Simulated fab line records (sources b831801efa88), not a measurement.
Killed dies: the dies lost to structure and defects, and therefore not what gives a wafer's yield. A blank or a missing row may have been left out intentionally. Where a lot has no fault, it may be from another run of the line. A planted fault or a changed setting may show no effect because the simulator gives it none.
fab line records	flow sky130
[record] lots = 11	wafers = 33	last-day = 52
route steps=708 shown SD_P@330 SD_N@349 PAD_OPEN@708
lots that met no fault: taken from a fault-free run of the same line
start-h: hours from the record's first day to the start of the lot's first wafer shown	wait-h: hours since the lot's step before	" as in the row above	L1.1+2: one row covering several wafers at once	- either no value or no given start	* or withheld: withheld	< > ~ a bound
route shown NAME@n: NAME is a module with steps in the file, n the number in the route of the first one	usual: mean/standard deviation of fault-free wafers	same: alike in all rows	chamber/n: place in a boat	sites: each site's reading	_std_site: the standard deviation of these	_edge_site: inner sites' mean taken away from outer sites' mean	radius-mm: for every site, how far away it sits from the centre of the wafer	mask NAME#n: copy n	behind: the most recent tool/chamber to have shaped the wafer	hold: what put the lot on hold/how long, in hours/how the hold closed	device: whichever transistor did not switch (one of n, p or np)	end of line: the route-end tests of the same wafers	where a step has no rows: the recipe by itself	killed: dies that structure and defects cost at the first sort, which is not the same as the wafer's yield	map: shows each die of a wafer: x if killed, . if not, _ if none is there
set.NAME: the setting that was run; set.NAME@STEP: the one run at that earlier step	model.NAME: the simulator's own value behind a step, which no gauge read
route steps across a sampled set of lots; one table per step, one row per wafer
services: when a tool's chamber went out of use (start-h, in hours from the record's first day, below 0 if earlier), for how many hours, and the reason
[[steps]]
[step SKY_SD_P_STRIP_10]
[recipe] chemistry = O2/N2	power-w = 1400	pressure-mtorr = 1500	platen-temp-c = withheld	o2-flow-sccm = 3000	n2-flow-sccm = 300	overash-fraction = 0.5
[usual] drypump-motor-current-A = 5.73/0.17	oes-product-au = 0.618/0.0042	strip-time-to-endpoint-s = 17.50/0.042
lot.wafer	tool	chamber	start-h	wait-h	drypump-motor-current-A	oes-product-au	rf-hours-counter-h	strip-time-to-endpoint-s
L109.1	plasma-asher-02	0	631.87	0.1	5.80	0.622	95	17.52
L109.4	"	0	"	"	5.77	0.625	-	17.54
L109.5	"	1	"	"	5.72	0.619	-	17.51
L111.2	plasma-asher-04	0	645.09	0.1	5.82	0.616	50	17.50
L111.3	"	1	"	"	5.75	0.617	-	17.54
L111.6	"	1	"	"	5.71	0.609	-	17.55
L113.1	plasma-asher-02	1	651.42	0.1	5.80	0.617	98	17.53
L113.2	"	0	"	"	5.79	0.615	98	17.49
L113.3	"	0	"	"	5.81	0.612	-	17.46
L117.2	plasma-asher-04	0	653.20	0.1	5.78	0.623	52	17.52
L117.4	"	1	"	"	5.77	0.617	-	17.50
L117.6	"	1	"	"	5.73	0.619	-	17.51
L121.3	plasma-asher-02	0	656.33	0.1	5.78	0.616	-	17.59
L121.5	"	0	"	"	5.78	0.617	-	17.59
L121.6	"	1	"	"	5.77	0.619	-	17.58
L120.2	plasma-asher-02	1	660.38	0.1	5.79	0.623	99	17.57
L120.4	"	1	"	"	5.77	0.613	-	17.54
L120.6	"	0	"	"	5.81	0.617	-	17.52
L122.2	plasma-asher-02	1	793.03	2.1	5.79	0.612	5	17.51
L122.4	"	0	"	"	5.79	0.624	-	17.51
L122.5	"	0	"	"	5.81	0.615	-	17.52
L128.1	plasma-asher-03	0	808.70	0.1	5.45	0.619	91	17.53
L128.3	"	1	"	"	5.16	0.620	-	17.46
L128.5	"	1	"	"	5.16	0.628	-	17.52
L129.4	plasma-asher-04	1	812.53	0.1	5.77	0.617	-	17.47
L129.5	"	0	"	"	5.84	0.615	-	17.53
L129.6	"	1	"	"	5.78	0.617	-	17.49
L131.1	plasma-asher-03	1	813.45	0.1	5.15	0.627	92	17.51
L131.3	"	0	"	"	5.47	0.626	-	17.49
L131.4	"	1	"	"	5.14	0.622	-	17.49
L130.1	plasma-asher-02	0	816.98	0.1	5.77	0.621	8	17.51
L130.2	"	1	"	"	5.78	0.618	8	17.58
L130.4	"	0	"	"	5.80	0.616	-	17.54
[step SKY_SD_N_CD_MEAS_07]
[recipe] target-cd-nm = 380
[usual] cd-nm = 380.0/2.5
lot.wafer	tool	chamber	start-h	wait-h	cd-nm
L109.1	cd-sem-02	-	690.32	0.1	379.3
L109.4	"	-	"	"	380.3
L109.5	"	-	"	"	381.6
L111.2	cd-sem-01	-	703.79	0.1	380.7
L111.3	"	-	"	"	380.8
L111.6	"	-	"	"	380.8
L113.1	cd-sem-01	-	710.02	0.1	380.0
L113.2	"	-	"	"	378.0
L113.3	"	-	"	"	376.0
L117.2	cd-sem-01	-	711.14	0.1	380.5
L117.4	"	-	"	"	382.4
L117.6	"	-	"	"	379.3
L121.3	cd-sem-02	-	715.01	0.1	376.2
L121.5	"	-	"	"	373.5
L121.6	"	-	"	"	374.9
L120.2	cd-sem-02	-	718.39	0.1	378.7
L120.4	"	-	"	"	379.7
L120.6	"	-	"	"	377.4
L122.2	cd-sem-01	-	845.39	0.1	379.5
L122.4	"	-	"	"	377.1
L122.5	"	-	"	"	379.2
L128.1	cd-sem-01	-	862.85	0.1	382.1
L128.3	"	-	"	"	383.9
L128.5	"	-	"	"	384.1
L129.4	cd-sem-02	-	865.86	0.1	379.5
L129.5	"	-	"	"	378.8
L129.6	"	-	"	"	378.7
L131.1	cd-sem-02	-	866.70	0.1	380.8
L131.3	"	-	"	"	379.9
L131.4	"	-	"	"	383.3
L130.1	cd-sem-01	-	869.07	0.1	382.0
L130.2	"	-	"	"	379.4
L130.4	"	-	"	"	380.4
[step SKY_SD_N_OVL_MEAS_08]
[usual] SD_N_OVL = 0.2/1.3
lot.wafer	tool	chamber	start-h	wait-h	SD_N_OVL[nm]
L109.1	overlay-01	-	690.44	0.1	1.7
L109.4	"	-	"	"	-1.4
L109.5	"	-	"	"	-0.8
L111.2	overlay-01	-	703.90	0.1	0.3
L111.3	"	-	"	"	1.4
L111.6	"	-	"	"	1.3
L113.1	overlay-01	-	710.14	0.1	0.4
L113.2	"	-	"	"	1.0
L113.3	"	-	"	"	0.5
L117.2	overlay-02	-	711.24	0.1	2.2
L117.4	"	-	"	"	0.6
L117.6	"	-	"	"	1.3
L121.3	overlay-02	-	715.10	0.1	-0.2
L121.5	"	-	"	"	1.6
L121.6	"	-	"	"	0.2
L120.2	overlay-02	-	718.49	0.1	1.3
L120.4	"	-	"	"	1.5
L120.6	"	-	"	"	1.3
L122.2	overlay-01	-	845.49	0.1	-0.2
L122.4	"	-	"	"	0.1
L122.5	"	-	"	"	0.3
L128.1	overlay-01	-	862.97	0.1	0.0
L128.3	"	-	"	"	-0.4
L128.5	"	-	"	"	-1.0
L129.4	overlay-02	-	865.93	0.1	1.9
L129.5	"	-	"	"	1.8
L129.6	"	-	"	"	2.3
L131.1	overlay-02	-	866.82	0.1	0.2
L131.3	"	-	"	"	1.5
L131.4	"	-	"	"	-0.6
L130.1	overlay-02	-	869.19	0.1	0.9
L130.2	"	-	"	"	-0.5
L130.4	"	-	"	"	0.1
[step SKY_SD_N_RTA_14]
[recipe] temp-c = 1075	time-s = 2	idle-temp-c = 650	ramp-up-c-per-s = 150	ramp-down-c-per-s = 90	ambient = N2
[usual] anneal-temp-c-max = 1080.1/1.8	chamber-o2-ppm = 1.999/0.02	lamp-power-pct = 15.74/0.057	ramp-down-c-per-s = 89.999/0.015	wafer_temp_C_max = 1078.0/1.2
lot.wafer	tool	chamber	start-h	wait-h	anneal-temp-c-max	chamber-o2-ppm	lamp-power-pct	ramp-down-c-per-s	wafer_temp_C_max
L109.1	rtp-anneal-02	0	690.98	0.0	1081.1	2.013	15.79	90.008	1077.9
L109.4	"	0	"	"	1080.7	2.005	15.73	89.994	1077.2
L109.5	"	0	"	"	1079.9	1.992	15.77	89.962	1077.2
L111.2	rtp-anneal-02	0	704.45	0.0	1082.7	1.978	15.70	89.995	1078.0
L111.3	"	0	"	"	1080.4	1.987	15.67	90.007	1077.7
L111.6	"	0	"	"	1079.9	2.034	15.71	89.996	1078.4
L113.1	rtp-anneal-02	0	710.68	0.0	1081.9	2.018	15.67	89.983	1079.3
L113.2	"	0	"	"	1081.2	1.982	15.76	89.986	1080.3
L113.3	"	0	"	"	1082.4	2.024	15.74	89.993	1079.0
L117.2	rtp-anneal-02	0	711.79	0.0	1082.0	1.977	15.71	90.004	1078.6
L117.4	"	0	"	"	1081.0	2.014	15.80	90.026	1079.5
L117.6	"	0	"	"	1080.4	1.985	15.78	89.987	1078.5
L121.3	rtp-anneal-02	0	715.65	0.0	1080.1	1.967	14.70	89.983	1076.0
L121.5	"	0	"	"	1080.1	1.982	14.75	89.993	1078.8
L121.6	"	0	"	"	1082.0	1.986	14.83	90.006	1077.9
L120.2	rtp-anneal-02	0	719.04	0.0	1081.6	2.006	14.75	89.987	1078.1
L120.4	"	0	"	"	1082.6	2.015	14.71	90.009	1079.7
L120.6	"	0	"	"	1083.1	2.003	14.68	89.976	1076.9
L122.2	rtp-anneal-01	0	846.04	0.0	1078.6	2.005	15.71	90.003	1079.4
L122.4	"	0	"	"	1078.3	1.995	15.71	90.005	1077.6
L122.5	"	0	"	"	1077.5	1.982	15.76	90.012	1077.8
L128.1	rtp-anneal-02	0	863.52	0.0	1081.2	1.976	15.68	90.004	1076.7
L128.3	"	0	"	"	1082.5	1.999	15.68	89.985	1079.5
L128.5	"	0	"	"	1082.6	1.970	15.87	89.973	1079.8
L129.4	rtp-anneal-02	0	866.49	0.0	1082.8	1.994	15.81	89.980	1079.0
L129.5	"	0	"	"	1080.7	1.977	15.79	89.995	1077.2
L129.6	"	0	"	"	1081.4	2.050	15.74	89.997	1078.5
L131.1	rtp-anneal-02	0	867.37	0.0	1080.7	2.014	15.77	90.009	1080.4
L131.3	"	0	"	"	1081.1	2.010	15.73	89.999	1079.5
L131.4	"	0	"	"	1080.2	1.984	15.73	90.001	1078.6
L130.1	rtp-anneal-02	0	869.74	0.0	1082.3	2.022	15.75	90.005	1078.0
L130.2	"	0	"	"	1079.9	2.070	15.74	89.997	1078.2
L130.4	"	0	"	"	1081.2	2.015	15.79	90.006	1077.4
[step SKY_SD_N_RS_MEAS_16]
[recipe] thk-meas-gauge = four-point-probe
[usual] SD_N_RS = 68.52/0.11
lot.wafer	tool	chamber	start-h	wait-h	hold	SD_N_RS[ohm/sq]
L109.1	film-metro-02	-	691.16	0.1	-	68.42
L109.4	"	-	"	"	-	68.40
L109.5	"	-	"	"	-	68.45
L111.2	film-metro-02	-	704.63	0.1	-	68.46
L111.3	"	-	"	"	-	68.47
L111.6	"	-	"	"	-	68.55
L113.1	film-metro-04	-	710.86	0.1	-	68.59
L113.2	"	-	"	"	-	68.51
L113.3	"	-	"	"	-	68.55
L117.2	film-metro-04	-	711.98	0.1	-	68.47
L117.4	"	-	"	"	-	68.56
L117.6	"	-	"	"	-	68.31
L121.3	film-metro-04	-	715.85	0.1	await-dispo/0.2h/release	73.03
L121.5	"	-	"	"	await-dispo/0.2h/release	73.04
L121.6	"	-	"	"	await-dispo/0.2h/release	73.13
L121.3	film-metro-04	-	716.21	0.3	-	73.16
L121.5	"	-	"	"	-	73.28
L121.6	"	-	"	"	-	73.19
L120.2	film-metro-04	-	719.23	0.1	await-dispo/0.2h/release	73.08
L120.4	"	-	"	"	await-dispo/0.2h/release	73.05
L120.6	"	-	"	"	await-dispo/0.2h/release	72.98
L120.2	film-metro-04	-	719.59	0.3	-	73.01
L120.4	"	-	"	"	-	73.07
L120.6	"	-	"	"	-	72.98
L122.2	film-metro-04	-	846.23	0.1	-	68.50
L122.4	"	-	"	"	-	68.49
L122.5	"	-	"	"	-	68.70
L128.1	film-metro-02	-	863.74	0.1	-	68.59
L128.3	"	-	"	"	-	68.39
L128.5	"	-	"	"	-	68.57
L129.4	film-metro-04	-	866.70	0.1	-	68.80
L129.5	"	-	"	"	-	68.68
L129.6	"	-	"	"	-	68.70
L131.1	film-metro-03	-	867.54	0.1	-	68.58
L131.3	"	-	"	"	-	68.40
L131.4	"	-	"	"	-	68.47
L130.1	film-metro-02	-	869.91	0.1	-	68.43
L130.2	"	-	"	"	-	68.32
L130.4	"	-	"	"	-	68.48
[step SKY_SD_N_RS_MEAS_17]
[recipe] thk-meas-gauge = four-point-probe
[usual] SD_P_RS = 147.1/0.38
lot.wafer	tool	chamber	start-h	wait-h	hold	SD_P_RS[ohm/sq]
L109.1	film-metro-02	-	691.28	0.1	-	146.9
L109.4	"	-	"	"	-	146.8
L109.5	"	-	"	"	-	147.2
L111.2	film-metro-02	-	704.75	0.1	-	147.2
L111.3	"	-	"	"	-	146.7
L111.6	"	-	"	"	-	147.2
L113.1	film-metro-04	-	710.98	0.1	-	146.8
L113.2	"	-	"	"	-	147.0
L113.3	"	-	"	"	-	146.8
L117.2	film-metro-04	-	712.10	0.1	-	147.2
L117.4	"	-	"	"	-	146.8
L117.6	"	-	"	"	-	147.3
L121.3	film-metro-04	-	721.90	5.7	await-dispo/0.2h/release	174.2
L121.5	"	-	"	"	await-dispo/0.2h/release	174.1
L121.6	"	-	"	"	await-dispo/0.2h/release	174.2
L121.3	film-metro-04	-	722.21	0.3	-	174.5
L121.5	"	-	"	"	-	174.2
L121.6	"	-	"	"	-	174.3
L120.2	film-metro-04	-	725.44	5.8	await-dispo/0.2h/release	174.7
L120.4	"	-	"	"	await-dispo/0.2h/release	173.7
L120.6	"	-	"	"	await-dispo/0.2h/release	173.9
L120.2	film-metro-04	-	725.73	0.3	-	174.2
L120.4	"	-	"	"	-	174.2
L120.6	"	-	"	"	-	173.8
L122.2	film-metro-04	-	846.35	0.1	-	147.6
L122.4	"	-	"	"	-	147.4
L122.5	"	-	"	"	-	147.1
L128.1	film-metro-02	-	863.86	0.1	-	147.0
L128.3	"	-	"	"	-	147.1
L128.5	"	-	"	"	-	147.0
L129.4	film-metro-04	-	866.82	0.1	-	148.0
L129.5	"	-	"	"	-	147.8
L129.6	"	-	"	"	-	147.5
L131.1	film-metro-03	-	867.66	0.1	-	146.9
L131.3	"	-	"	"	-	147.2
L131.4	"	-	"	"	-	147.2
L130.1	film-metro-02	-	870.03	0.1	-	147.1
L130.2	"	-	"	"	-	146.6
L130.4	"	-	"	"	-	146.8
[step SKY_PAD_OPEN_PROBE_99]
[usual] defect-limited-yield = 82.5/1.8	killed_at_M0_to_M3 = 45/6.3	killed_at_M4_up = 2.8/1.6	killed-at-contacts = 24/5.1	killed-at-front-end = 14/4.4	killed-at-other = 0.4/0.73	killed-dies = 86/9	killed-open = 47/7.8	killed-short = 39/6.6	sort_bin_3_pad_short = 0.8/0.42	sort_bin_5_function = 10.3/1.4	sort_bin_6_memory = 6.3/1.2	sort-n-pass = 406/9	sort-yield-pct = 82.5/1.8
[same] gross-dies = 492	killed-at-back-side = 0	sort_bin_4_leakage[%] = 0	sort_bin_8_speed[%] = 0
lot.wafer	tool	chamber	start-h	wait-h	defect-limited-yield[%]	killed_at_M0_to_M3	killed_at_M4_up	killed-at-contacts	killed-at-front-end	killed-at-other	killed-dies	killed-open	killed-short	sort_bin_3_pad_short[%]	sort_bin_5_function[%]	sort_bin_6_memory[%]	sort-n-pass	sort-yield-pct[%]
L109.1	prober-02	-	1124.33	0.1	82.7	35	6	31	13	0	85	49	36	0.4	11.8	5.1	407	82.7
L109.4	prober-02	-	1124.48	0.2	82.3	41	3	25	18	0	87	51	36	0.6	9.8	7.3	405	82.3
L109.5	prober-02	-	1124.53	0.2	78.5	51	6	27	22	0	106	56	49	1.8	12.4	7.3	386	78.5
L129.4	prober-01	-	1241.58	0.2	83.1	44	1	26	12	0	83	50	33	0.4	11.2	5.3	409	83.1
L129.5	prober-01	-	1241.63	0.2	83.1	43	5	20	15	0	83	40	43	0.8	10.0	6.1	409	83.1
L129.6	prober-01	-	1241.68	0.2	84.1	40	2	22	14	0	78	40	38	0.8	9.3	5.7	414	84.1
// killed by level:class
L109.1 VIA1:geometric-particle:open=12 CONTACT:geometric-particle:short=8 LI_CONTACT:geometric-particle:open=8 VIA2:geometric-particle:open=8 CONTACT:geometric-particle:open=6 POLY_GATE:geometric-particle:short=4 LOCAL_INTERCONNECT:geometric-particle:short=4 METAL2:geometric-particle:short=4
L109.4 VIA1:geometric-particle:open=11 LI_CONTACT:geometric-particle:open=7 CONTACT:geometric-particle:open=7 VIA1:geometric-particle:short=7 POLY_GATE:geometric-particle:short=6 VIA2:geometric-particle:open=6 LOCAL_INTERCONNECT:geometric-particle:short=5 FIELD_ISO:geometric-particle:open=4
L109.5 VIA3:geometric-particle:open=11 LI_CONTACT:geometric-particle:open=10 FIELD_ISO:geometric-particle:short=9 CONTACT:geometric-particle:open=7 VIA1:geometric-particle:open=7 VIA1:geometric-particle:short=6 METAL1:geometric-particle:short=6 VIA2:geometric-particle:open=6
L129.4 CONTACT:geometric-particle:open=12 VIA1:geometric-particle:open=9 VIA2:geometric-particle:open=9 FIELD_ISO:geometric-particle:open=6 LI_CONTACT:geometric-particle:open=6 METAL1:geometric-particle:short=5 METAL2:geometric-particle:short=5 VIA3:geometric-particle:open=4
L129.5 VIA1:geometric-particle:short=12 VIA1:geometric-particle:open=9 VIA3:geometric-particle:open=7 FIELD_ISO:geometric-particle:short=6 CONTACT:geometric-particle:open=6 LI_CONTACT:geometric-particle:short=4 LOCAL_INTERCONNECT:geometric-particle:short=4 FIELD_ISO:geometric-particle:open=3
L129.6 CONTACT:geometric-particle:open=12 CONTACT:geometric-particle:short=6 VIA3:geometric-particle:open=6 VIA1:geometric-particle:open=6 VIA2:geometric-particle:open=6 FIELD_ISO:geometric-particle:short=5 METAL3:geometric-particle:short=5 METAL2:geometric-particle:short=5
[[services]]
tool	chamber	start-h	hours	kind
plasma-asher-03	-	629.99	2.8	pm
plasma-asher-03	-	640.92	17.2	repair
plasma-asher-03	-	693.20	7.3	repair
plasma-asher-02	-	733.75	9.0	pm
plasma-asher-02	0	733.75	9.0	vent-cycle
plasma-asher-02	1	733.75	9.0	vent-cycle
plasma-asher-02	0	742.75	-	clean
plasma-asher-02	1	742.75	-	clean
plasma-asher-02	-	775.79	2.8	pm
plasma-asher-04	-	780.83	14.6	pm
plasma-asher-03	-	784.23	14.6	pm
plasma-asher-03	-	827.92	3.6	repair
plasma-asher-02	-	839.52	1.4	repair
[[key]]
[first-sign] step = SKY_SD_N_RTA_14	reading = lamp-power-pct	direction = down	sigmas = 18	usual = 15.74	struck = 14.74
[effect] step = SKY_SD_N_RS_MEAS_16	reading = visit	direction = added
[effect] step = SKY_SD_N_RS_MEAS_16	reading = SD_N_RS	direction = up	sigmas = 42	usual = 68.52	struck = 73.05
[effect] step = SKY_SD_N_RS_MEAS_17	reading = visit	direction = added
[effect] step = SKY_SD_N_RS_MEAS_17	reading = SD_P_RS	direction = up	sigmas = 70	usual = 147.1	struck = 174.1
met-at SKY_SD_N_RTA_14
struck-lots L120,L121
scrapped-behind SKY_SD_N_RS_MEAS_17 L120.2,L120.4,L120.6,L121.3,L121.5,L121.6
not-acting-at SKY_SD_P_STRIP_10,SKY_SD_N_CD_MEAS_07,SKY_SD_N_OVL_MEAS_08
onset-between 711.79 715.65
[fault] kind = process-parameter-drift	tool = rtp-anneal-02	chamber = -	onset-h = 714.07	steps = SKY_SD_N_RTA_14	channel = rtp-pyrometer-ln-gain	offset = 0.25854	shape = step	end-h = 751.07
